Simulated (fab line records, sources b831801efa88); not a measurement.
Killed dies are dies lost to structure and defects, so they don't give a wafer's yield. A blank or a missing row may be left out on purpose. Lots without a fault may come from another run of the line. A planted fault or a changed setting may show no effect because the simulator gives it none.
fab line records | flow sky130
record lots=12 wafers=36 last_day=49
route steps=708 shown METAL2@503 CAPM@537 VIA3@585 METAL5@677 PAD_OPEN@708
lots that met no fault: from a run of the same line without faults
start_h: hours from the record's first day to the start of the lot's first wafer shown | wait_h: hours since the lot's step before | " the same as in the row above | L1.1+2: a row that stands for several wafers | - no value, or no start given | * or withheld: withheld | < > ~ a bound
route shown NAME@n: a module of which the file shows steps, and the number in the route of the first | usual: mean/standard deviation of fault-free wafers | same: alike in all rows | chamber/n: place in a boat | sites: the reading at each site | _std_site: their standard deviation | _edge_site: outer sites' mean less inner sites' | radius_mm: how far each site lies from the wafer's centre | mask NAME#n: copy n | behind: the tool/chamber that last shaped the wafer | hold: why the lot was held/for how many hours/how that ended | device: the transistor (n, p or np) that didn't switch | end of line: the same wafers' tests at the end of the route | a step without rows: its recipe alone | killed: dies lost to structure and defects at the first sort, not the wafer's yield | map: a wafer's dies, x killed, . not, _ none there
set.NAME: the setting as run; set.NAME@STEP: as run at that earlier step | model.NAME: the simulator's own value behind a step, which no gauge read
steps of the route over a sample of lots; a table a step, a row a wafer
services: from which hour (start_h, from the record's first day; less than 0 if before it) a tool's chamber was out of use, for how many hours, and why
## steps
# step SKY_METAL2_STRIP_20
# recipe chemistry=O2/N2 power_w=1400 pressure_mtorr=1500 platen_temp_c=withheld o2_flow_sccm=3000 n2_flow_sccm=300 overash_fraction=0.5
# usual drypump_motor_current_A=5.6/0.34 oes_product_au=0.341/0.0058 strip_time_to_endpoint_s=2.68/0.088
# columns lot.wafer tool chamber start_h wait_h drypump_motor_current_A oes_product_au rf_hours_counter_h strip_time_to_endpoint_s
L956.2 plasma_asher-03 0 816.28 0.1 5.8 0.344 40 2.76
L956.3 " 1 " " 5.4 0.340 - 2.68
L956.6 " 1 " " 5.5 0.340 - 2.68
L957.1 plasma_asher-03 1 822.33 0.1 5.5 0.337 41 2.53
L957.3 " 0 " " 5.8 0.346 - 2.78
L957.4 " 1 " " 5.4 0.335 - 2.51
L958.2 plasma_asher-02 1 823.31 0.1 5.9 0.342 101 2.68
L958.3 " 1 " " 5.9 0.349 - 2.71
L958.6 " 1 " " 5.9 0.345 - 2.69
L959.3 plasma_asher-02 1 842.26 0.1 5.9 0.331 - 2.52
L959.4 " 0 " " 5.1 0.340 - 2.79
L959.6 " 1 " " 5.9 0.348 - 2.84
L960.1 plasma_asher-03 0 845.13 0.1 5.8 0.342 43 2.78
L960.4 " 1 " " 5.5 0.350 - 2.74
L960.5 " 1 " " 5.5 0.350 - 2.76
L965.2 plasma_asher-02 1 900.42 0.1 5.9 0.344 108 2.70
L965.4 " 1 " " 5.9 0.339 - 2.67
L965.5 " 0 " " 5.1 0.342 - 2.69
L970.1 plasma_asher-03 0 921.59 0.1 5.8 0.335 51 2.59
L970.3 " 1 " " 5.4 0.337 - 2.59
L970.6 " 1 " " 5.5 0.331 - 2.53
L973.1 plasma_asher-03 1 944.58 0.1 5.5 0.333 53 2.48
L973.2 " 0 " " 5.8 0.343 53 2.71
L973.4 " 0 " " 5.8 0.332 - 2.47
L974.1 plasma_asher-01 0 946.03 0.1 5.2 0.347 81 2.72
L974.3 " 0 " " 5.2 0.342 - 2.67
L974.5 " 0 " " 5.2 0.345 - 2.76
L975.2 plasma_asher-01 1 954.52 0.1 6.2 0.341 82 2.76
L975.3 " 0 " " 5.2 0.344 - 2.65
L975.5 " 1 " " 6.2 0.343 - 2.65
L976.1 plasma_asher-02 1 965.23 0.1 5.9 0.347 115 2.76
L976.2 " 0 " " 5.1 0.344 115 2.57
L976.6 " 0 " " 5.1 0.335 - 2.54
L977.2 plasma_asher-03 1 966.18 0.1 5.5 0.345 55 2.76
L977.3 " 0 " " 5.8 0.335 - 2.70
L977.6 " 1 " " 5.5 0.342 - 2.68
# step SKY_CAPM_CVD_00
# recipe material=SiO2 target_thk_nm=15.5 temp_c=400 time_s=withheld rf_w=450
# usual heater_power_w=772/160
# columns lot.wafer tool chamber start_h wait_h heater_power_w
L956.2 pecvd-03 1 845.47 0.0 992
L956.3 " 2 " " 705
L956.6 " 1 " " 985
L957.1 pecvd-04 2 850.46 0.0 616
L957.3 " 0 " " 584
L957.4 " 2 " " 631
L958.2 pecvd-03 2 852.01 0.0 728
L958.3 " 0 " " 599
L958.6 " 0 " " 584
L959.3 pecvd-03 2 870.99 0.0 715
L959.4 " 0 " " 528
L959.6 " 1 " " 1039
L960.1 pecvd-04 1 873.71 0.0 930
L960.4 " 2 " " 579
L960.5 " 0 " " 519
L965.2 pecvd-03 0 928.32 0.0 604
L965.4 " 1 " " 1008
L965.5 " 0 " " 647
L970.1 pecvd-04 1 949.09 0.0 970
L970.3 " 0 " " 569
L970.6 " 2 " " 556
L973.1 pecvd-02 1 971.47 0.0 899
L973.2 " 0 " " 894
L973.4 " 1 " " 893
L974.1 pecvd-03 2 973.10 0.0 745
L974.3 " 1 " " 940
L974.5 " 2 " " 740
L975.2 pecvd-03 0 981.91 0.0 585
L975.3 " 2 " " 684
L975.5 " 0 " " 591
L976.1 pecvd-04 1 991.53 0.0 835
L976.2 " 2 " " 646
L976.6 " 2 " " 639
L977.2 pecvd-03 1 993.38 0.0 1051
L977.3 " 0 " " 518
L977.6 " 0 " " 509
# step SKY_VIA3_CD_MEAS_12
# recipe target_cd_nm=200
# usual cd_nm=200.0/1.3
# columns lot.wafer tool chamber start_h wait_h cd_nm
L956.2 cd_sem-02 - 925.56 - 201.0
L956.3 " - " " 201.2
L956.6 " - " " 201.2
L957.1 cd_sem-02 - 929.03 - 200.6
L957.3 " - " " 200.3
L957.4 " - " " 200.9
L958.2 cd_sem-01 - 931.20 - 199.8
L958.3 " - " " 200.6
L958.6 " - " " 198.4
L959.3 cd_sem-02 - 948.72 - 201.1
L959.4 " - " " 199.0
L959.6 " - " " 200.4
L960.1 cd_sem-01 - 950.43 - 201.4
L960.4 " - " " 200.2
L960.5 " - " " 200.3
L965.2 cd_sem-01 - 1002.71 - 200.5
L965.4 " - " " 199.6
L965.5 " - " " 199.8
L970.1 cd_sem-01 - 1022.14 - 200.6
L970.3 " - " " 201.1
L970.6 " - " " 199.2
L973.1 cd_sem-02 - 1042.39 - 200.0
L973.2 " - " " 198.4
L973.4 " - " " 198.1
L974.1 cd_sem-01 - 1042.94 - 200.1
L974.3 " - " " 200.4
L974.5 " - " " 199.8
L975.2 cd_sem-01 - 1053.01 - 200.1
L975.3 " - " " 202.0
L975.5 " - " " 201.9
L976.1 cd_sem-01 - 1060.51 - 197.5
L976.2 " - " " 197.4
L976.6 " - " " 198.7
L977.2 cd_sem-02 - 1063.21 - 200.3
L977.3 " - " " 199.9
L977.6 " - " " 200.3
# step SKY_METAL5_STRIP_16
# recipe chemistry=O2/N2 power_w=1400 pressure_mtorr=1500 platen_temp_c=withheld o2_flow_sccm=3000 n2_flow_sccm=300 overash_fraction=0.5
# usual drypump_motor_current_A=5.6/0.36 oes_product_au=0.711/0.0042 strip_time_to_endpoint_s=13.07/0.12
# columns lot.wafer tool chamber start_h wait_h drypump_motor_current_A oes_product_au rf_hours_counter_h strip_time_to_endpoint_s
L956.2 plasma_asher-02 1 1024.65 0.2 5.9 0.722 120 12.99
L956.3 " 0 " " 5.1 0.713 - 13.17
L956.6 " 0 " " 5.1 0.716 - 12.87
L957.1 plasma_asher-03 0 1028.75 0.2 5.8 0.703 62 13.04
L957.3 " 1 " " 5.5 0.711 - 13.17
L957.4 " 0 " " 5.8 0.710 - 13.06
L958.2 plasma_asher-02 0 1030.95 0.2 5.1 0.707 121 13.00
L958.3 " 0 " " 5.1 0.712 - 13.10
L958.6 " 1 " " 5.9 0.711 - 12.99
L959.3 plasma_asher-03 0 1046.84 0.1 5.8 0.712 - 13.16
L959.4 " 1 " " 5.4 0.709 - 12.96
L959.6 " 0 " " 5.8 0.707 - 13.03
L960.1 plasma_asher-03 0 1048.60 0.2 5.8 0.715 64 13.25
L960.4 " 1 " " 5.5 0.715 - 13.18
L960.5 " 0 " " 5.8 0.715 - 13.14
L965.2 plasma_asher-02 0 1095.40 0.2 5.1 0.710 3 12.98
L965.4 " 1 " " 5.9 0.704 - 13.19
L965.5 " 0 " " 5.1 0.710 - 13.15
L970.1 plasma_asher-03 1 1112.61 0.2 5.5 0.708 70 12.97
L970.3 " 1 " " 5.4 0.718 - 13.04
L970.6 " 0 " " 5.8 0.710 - 12.93
L973.1 plasma_asher-02 1 1130.20 0.2 5.9 0.710 7 13.01
L973.2 " 0 " " 5.1 0.710 7 13.18
L973.4 " 1 " " 5.9 0.704 - 13.18
L974.1 plasma_asher-01 1 1131.06 0.2 6.2 0.708 99 12.90
L974.3 " 0 " " 5.2 0.717 - 12.82
L974.5 " 1 " " 6.2 0.710 - 12.91
L975.2 plasma_asher-02 1 1139.90 0.2 5.9 0.712 8 13.13
L975.3 " 0 " " 5.1 0.709 - 13.10
L975.5 " 1 " " 5.9 0.704 - 13.16
L976.1 plasma_asher-02 0 1144.85 0.2 5.1 0.712 8 12.85
L976.2 " 1 " " 5.9 0.719 8 13.02
L976.6 " 1 " " 5.9 0.713 - 12.88
L977.2 plasma_asher-02 0 1147.36 0.2 5.1 0.711 8 12.94
L977.3 " 1 " " 5.9 0.712 - 12.93
L977.6 " 0 " " 5.1 0.719 - 12.93
# step SKY_PAD_OPEN_PROBE_99
# usual defect_limited_yield=82.5/1.8 killed_at_M0_to_M3=44/6.6 killed_at_M4_up=2.9/1.8 killed_at_contacts=24/4.8 killed_at_front_end=15/4.5 killed_at_other=0.3/0.64 killed_dies=86/8.7 killed_open=47/6.5 killed_short=39/5.8 sort_bin_3_pad_short=0.9/0.4 sort_bin_5_function=10.3/1.4 sort_bin_6_memory=6.2/1.1 sort_n_pass=406/8.7 sort_yield_pct=82.5/1.8
# same gross_dies=492 killed_at_back_side=0 sort_bin_4_leakage[%]=0 sort_bin_8_speed[%]=0
# columns lot.wafer tool chamber start_h wait_h defect_limited_yield[%] killed_at_M0_to_M3 killed_at_M4_up killed_at_contacts killed_at_front_end killed_at_other killed_dies killed_open killed_short sort_bin_3_pad_short[%] sort_bin_5_function[%] sort_bin_6_memory[%] sort_n_pass sort_yield_pct[%]
L960.1 prober-01 - 1093.49 0.1 74.6 79 4 23 19 0 125 55 31 2.6 14.2 8.5 367 74.6
L960.4 prober-01 - 1093.64 0.2 80.3 52 1 30 14 0 97 55 41 0.8 12.2 6.7 395 80.3
L960.5 prober-01 - 1093.69 0.2 83.5 40 3 22 16 0 81 39 41 1.0 10.4 5.1 411 83.5
# killed by level:class
L960.1 METAL2:unspecified=39 VIA1:geometric_particle:open=14 CONTACT:geometric_particle:open=13 POLY_GATE:geometric_particle:open=7 VIA2:geometric_particle:open=6 LI_CONTACT:geometric_particle:open=5 METAL1:geometric_particle:short=5 FIELD_ISO:geometric_particle:short=4
L960.4 CONTACT:geometric_particle:open=13 VIA1:geometric_particle:open=13 VIA2:geometric_particle:open=9 VIA1:geometric_particle:short=8 CONTACT:geometric_particle:short=8 METAL2:geometric_particle:short=6 FIELD_ISO:geometric_particle:open=5 LI_CONTACT:geometric_particle:open=5
L960.5 CONTACT:geometric_particle:open=8 POLY_GATE:geometric_particle:open=6 VIA2:geometric_particle:open=6 VIA2:geometric_particle:short=5 LOCAL_INTERCONNECT:geometric_particle:short=5 VIA1:geometric_particle:open=5 VIA1:geometric_particle:short=5 METAL3:geometric_particle:short=5
## services
# columns tool chamber start_h hours kind
plasma_asher-01 - 800.76 2.8 pm
pecvd-02 1 828.56 15.6 repair
pecvd-04 - 852.76 0.8 repair
pecvd-04 - 861.21 0.9 repair
plasma_asher-02 - 862.45 2.8 pm
pecvd-03 1 871.23 3.5 repair
pecvd-02 - 881.30 4.3 repair
pecvd-04 0 886.42 2.1 scheduled_down
pecvd-03 2 905.79 7.6 repair
pecvd-04 - 935.17 2.8 pm
pecvd-02 - 945.54 5.5 pm
plasma_asher-03 - 963.15 1.2 repair
pecvd-02 - 970.70 0.6 repair
pecvd-03 0 972.62 5.5 scheduled_down
pecvd-04 2 976.12 5.5 scheduled_down
pecvd-02 2 995.21 1.9 repair
pecvd-04 1 1008.72 2.1 scheduled_down
pecvd-04 1 1010.85 - clean
plasma_asher-02 - 1055.25 9.0 pm
plasma_asher-02 0 1055.25 9.0 vent_cycle
plasma_asher-02 1 1055.25 9.0 vent_cycle
pecvd-03 0 1060.12 5.4 repair
plasma_asher-02 0 1064.25 - clean
plasma_asher-02 1 1064.25 - clean
## key
first_sign step=SKY_PAD_OPEN_PROBE_99 reading=killed_at_M0_to_M3 direction=up sigmas=5.4 usual=44 struck=79
effect step=SKY_PAD_OPEN_PROBE_99 reading=defect_limited_yield direction=down sigmas=4.5 usual=82.5 struck=74.6
met_at SKY_METAL2_STRIP_20
struck_lots L960
struck_wafers L960.1
not_acting_at SKY_CAPM_CVD_00,SKY_VIA3_CD_MEAS_12,SKY_METAL5_STRIP_16
onset_between 822.33 845.13
fault kind=chamber_particle_source tool=plasma_asher-03 chamber=0 onset_h=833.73 steps=SKY_METAL2_STRIP_20 rate_per_visit_cm2=0.5865 end_h=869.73
